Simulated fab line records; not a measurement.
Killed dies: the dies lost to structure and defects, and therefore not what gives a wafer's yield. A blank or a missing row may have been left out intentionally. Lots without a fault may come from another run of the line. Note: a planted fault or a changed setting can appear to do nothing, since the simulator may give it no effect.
A struck lot beside a sound one + flow sky130 + 44 out of 708 route steps
Sound: the wafers L427.2, L427.3, L427.4. Struck: wafer L436.3 (left out: L436.2, L436.5 of the same lot, which were not struck); the cause appears at the end.
Order at every step that has rows: each side's tool, ch and its chambers, its first start. Under that, the readings that differ: sound wafers + struck wafers + difference of the means + sigmas: that difference in standard deviations of wafers without a fault.
alike: a reading whose means differ by less than 2 such deviations, as well as words and numbers matching on both sides. not compared: withheld readings; readings where some wafer has no value; bounds like >300 that might hide an equal value; numbers whose values overlap and for which the record gives no deviation.
The two part at a step that has a row with sigmas, a row that says differs or no value, or rows on one side only. Numbers that have no deviation but don't overlap get no sigmas and don't part them. Lack of a reading on every wafer of one side parts them only where that side has two or more wafers.

first, 5 steps without rows for these wafers: SKY_VIA2_ETCH_15 (etches SiO2 in C4F8/O2/Ar, stops on TiN, target depth 546 nm, time 84 s); SKY_VIA2_STRIP_16 (strips in O2/N2); SKY_VIA2_STRIP_17 (strips in post etch residue remover, time 1200 s); SKY_VIA2_CLEAN_18 (cleans in IPA, time 180 s); SKY_VIA2_CLEAN_19 (cleans in O3/DIW).
SKY_VIA2_SPUTTER_20: material TiN, target thk 20 nm, time 80 s.
  sound on pvd-sputter-01, day 36 06:48; struck on pvd-sputter-03, day 39 09:50
| reading                | sound          | struck | difference | sigmas |
|------------------------|----------------|--------|------------|--------|
| throttle-valve-pct (%) | 31.2 29.7 30.7 | 27.4   | -3.1       | -2     |
SKY_VIA2_CVD_21: deposits W, target thk 420 nm, time 126.4 s.
  sound on cvd-w-02 ch 0,1, day 36 06:52; struck on cvd-w-02 ch 0, day 39 09:54
  alike: chamber-pressure-Torr, heater-power-outer-w, heater-power-w
SKY_VIA2_RS_MEAS_22: the measuring method here is four-point-probe.
  sound on film-metro-03, day 36 07:01; struck on film-metro-01, day 39 10:03
  alike: VIA2_W_RS
SKY_VIA2_THK_MEAS_23: measures by xrf.
  sound on film-metro-03, day 36 07:07; struck on film-metro-01, day 39 10:10
  alike: VIA2_W_THK
then, 1 step without rows for these wafers: SKY_VIA2_CMP_24 (polishes, stops on SiO2, t overpolish 20 s, target thk 0 nm).
SKY_METAL3_SPUTTER_00: material Ti, target thk 15 nm, time 10 s.
  sound on pvd-sputter-04, day 36 07:28; struck on pvd-sputter-04, day 39 10:31
  alike: throttle-valve-pct
then, 1 step without rows for these wafers: SKY_METAL3_SPUTTER_01 (material TiN, target thk 20 nm, time 16.7 s).
SKY_METAL3_SPUTTER_02: material AlCu, target thk 735 nm, time 39.1 s.
  sound on pvd-sputter-04, day 36 07:31; struck on pvd-sputter-04, day 39 10:34
| reading                                     | sound             | struck | difference | sigmas |
|---------------------------------------------|-------------------|--------|------------|--------|
| model.AlCu_of_METAL3_SPUTTER_02.thk-nm (nm) | 720.7 733.6 721.2 | 737.7  | +12.5      |        |
  alike: throttle-valve-pct
SKY_METAL3_SPUTTER_03: material Ti, target thk 5 nm, time 3.3 s.
  sound on pvd-sputter-04, day 36 07:34; struck on pvd-sputter-04, day 39 10:36
  alike: throttle-valve-pct
SKY_METAL3_SPUTTER_04: material TiN, target thk 70 nm, time 58.3 s.
  sound on pvd-sputter-04, day 36 07:35; struck on pvd-sputter-04, day 39 10:37
  alike: throttle-valve-pct
then, 1 step without rows for these wafers: SKY_CAPM_CVD_00 (deposits SiO2, target thk 15.5 nm).
SKY_CAPM_THK_MEAS_01:
  sound on film-metro-02, day 36 07:40; struck on film-metro-04, day 39 10:43
  alike: CAPM_CVD_00_THK
then, 1 step without rows for these wafers: SKY_CAPM_SPUTTER_02 (material TiN, target thk 200 nm, time 166.7 s).
SKY_CAPM_RS_MEAS_03: the measuring method here is four-point-probe.
  sound on film-metro-03, day 36 07:51; struck on film-metro-03, day 39 10:53
  alike: CAPM_TIN_RS
SKY_CAPM_THK_MEAS_04: measures by xrf.
  sound on film-metro-03, day 36 07:58; struck on film-metro-03, day 39 11:00
  alike: CAPM_TIN_THK
then, 7 steps without rows for these wafers: SKY_CAPM_DEHYDRATE_05 (time 60 s); SKY_CAPM_HMDS_06 (prime time 60 s); SKY_CAPM_COAT_07 (resist thk 1140 nm); SKY_CAPM_SOFTBAKE_08 (time 60 s); SKY_CAPM_EXPOSE_09 (exposes mask CAPM, target cd 1000 nm); SKY_CAPM_PEB_10; SKY_CAPM_DEVELOP_11 (develop time 60 s).
SKY_CAPM_OVL_MEAS_12:
  sound on overlay-01, day 37 09:19; struck on overlay-02, day 40 11:44
  alike: CAPM_OVL
then, 13 steps without rows for these wafers: SKY_CAPM_METAL_ETCH_13 (etches TiN in Cl2/BCl3, stops on SiO2, target depth 220 nm, time 62.9 s); SKY_CAPM_STRIP_14 (strips in O2/N2); SKY_CAPM_STRIP_15 (strips in post etch residue remover, time 1200 s); SKY_CAPM_CLEAN_16 (cleans in IPA, time 180 s); SKY_CAPM_CLEAN_17 (cleans in O3/DIW); SKY_METAL3_DEHYDRATE_05 (time 60 s); SKY_METAL3_HMDS_06 (prime time 60 s); SKY_METAL3_COAT_07 (resist thk 60 nm); SKY_METAL3_COAT_08 (resist thk 1140 nm); SKY_METAL3_SOFTBAKE_09 (time 90 s); SKY_METAL3_EXPOSE_10 (exposes mask MM3, target cd 300 nm); SKY_METAL3_PEB_11; SKY_METAL3_DEVELOP_12 (develop time 60 s).
SKY_METAL3_CD_MEAS_13: the cd target is 300 nm.
  sound on cd-sem-01, day 38 11:17; struck on cd-sem-02, day 41 12:41
  alike: cd-nm
SKY_METAL3_METAL_ETCH_18: etches the open film in Cl2/BCl3, stops on SiO2, target depth 845 nm, time 183.1 s.
  sound on rie-metal-02 ch 0,1, day 38 11:35; struck on rie-metal-04 ch 1, day 41 13:07
| reading                            | sound             | struck | difference | sigmas |
|------------------------------------|-------------------|--------|------------|--------|
| oes-product-au (a.u.)              | 0.856 0.858 0.856 | 0.870  | +0.013     | +2     |
| model.METAL3.feature-depth-nm (nm) | 851.5 864.8 852.2 | 867.9  | +11.7      |        |
| model.etch.depth-nm (nm)           | 851.5 864.8 852.2 | 867.9  | +11.7      |        |
  alike: drypump-motor-current-A, rf-fwd-power-W, throttle-valve-pct
  not compared: rf-hours-counter-h
-- the record jumps here: 7 days lie between the struck wafers' starts before and after (it left off in module METAL3 and takes up again in module PAD_OPEN, whose first step shown is number 708 of the route) --
SKY_PAD_OPEN_PROBE_99:
  sound on prober-01, day 45 15:17; struck on prober-01, day 48 04:31
| reading                    | sound                   | struck  | difference | sigmas |
|----------------------------|-------------------------|---------|------------|--------|
| model.etest.met3.rs-ohm-sq | 0.04385 0.04294 0.04369 | 0.04231 | -0.00118   |        |
  alike: defect-limited-yield, killed_at_M0_to_M3, killed_at_M4_up, killed-at-contacts, killed-at-front-end, killed-at-other, killed-dies, killed-open, killed-short, sort_bin_3_pad_short, sort_bin_5_function, sort_bin_6_memory, sort-n-pass, sort-yield-pct

== WHERE THEY PART ==
At SKY_VIA2_SPUTTER_20 first; at SKY_METAL3_METAL_ETCH_18 last (within this record only). Later steps at which nothing parts them and some readings are alike: SKY_PAD_OPEN_PROBE_99.

WHY: whatever the simulator had introduced
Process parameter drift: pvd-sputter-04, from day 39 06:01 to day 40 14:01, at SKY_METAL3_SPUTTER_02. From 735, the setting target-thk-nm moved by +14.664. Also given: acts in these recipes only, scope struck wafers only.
